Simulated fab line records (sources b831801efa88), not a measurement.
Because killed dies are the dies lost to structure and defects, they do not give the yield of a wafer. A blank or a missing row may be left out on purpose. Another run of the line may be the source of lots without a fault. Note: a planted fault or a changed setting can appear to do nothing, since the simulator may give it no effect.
Matching of chambers + flow sky130 + SKY_CAP2M_CVD_00 on pecvd-03: 3 sister chambers
The step deposits SiO2, target thk 15.5 nm. 20 wafers are shown with their chamber, then 10 later ones without.

## WAFERS, EACH WITH ITS CHAMBER
| wafer  | chamber | heaterPowerW (W) |
|--------|---------|------------------|
| L074.3 | 2       | 681              |
| L074.5 | 2       | 677              |
| L074.6 | 0       | 516              |
| L077.1 | 2       | 733              |
| L077.4 | 1       | 656              |
| L077.5 | 2       | 749              |
| L078.1 | 1       | 685              |
| L078.2 | 0       | 545              |
| L078.5 | 2       | 772              |
| L081.1 | 0       | 530              |
| L081.4 | 0       | 516              |
| L081.6 | 0       | 510              |
| L085.1 | 0       | 580              |
| L085.2 | 1       | 756              |
| L085.3 | 1       | 741              |
| L088.1 | 0       | 578              |
| L088.2 | 1       | 689              |
| L088.5 | 1       | 676              |
| L090.1 | 1       | 625              |
| L090.2 | 0       | 572              |

SIGNATURES (means of the wafers above)
| reading      | chamber 0 | chamber 1 | chamber 2 | scatter within a chamber |
|--------------|-----------|-----------|-----------|--------------------------|
| heaterPowerW | 543.38    | 689.71    | 722.40    | 38.9                     |
Rule: a wafer lies at a distance from a chamber equal to the root of the sum of squares, over the readings, of (its reading less the chamber's mean, divided by the reading's scatter). If the next closest chamber is less than 2 further off than the closest, the wafer can't be placed; otherwise it belongs to the closest. The scatter: the root of (the sum of the squares of (reading less its chamber's mean) over the shown wafers, divided by (wafers less chambers)).

## WAFERS WHOSE CHAMBER IS MISSING
| wafer  | heaterPowerW (W) |
|--------|------------------|
| L090.5 | 613              |
| L093.1 | 560              |
| L093.2 | 680              |
| L093.4 | 675              |
| L093.3 | 573              |
| L093.5 | 692              |
| L093.6 | 554              |
| L096.3 | 569              |
| L096.4 | 644              |
| L096.5 | 581              |

## THE CHAMBER EACH PASSED THROUGH
| wafer  | from the rows above          | in truth |
|--------|------------------------------|----------|
| L090.5 | can't be placed: 0 or 1 or 2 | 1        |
| L093.1 | 0                            | 0        |
| L093.2 | can't be placed: 1 or 2      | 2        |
| L093.4 | can't be placed: 1 or 2      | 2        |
| L093.3 | 0                            | 0        |
| L093.5 | can't be placed: 1 or 2      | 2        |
| L093.6 | 0                            | 0        |
| L096.3 | 0                            | 0        |
| L096.4 | can't be placed: 1 or 2 or 0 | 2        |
| L096.5 | can't be placed: 0 or 1      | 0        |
Placed correctly: 4 of 10. Can't be placed from these rows: 6 (the true chamber is among the candidates in 6). Number placed wrongly: 0.
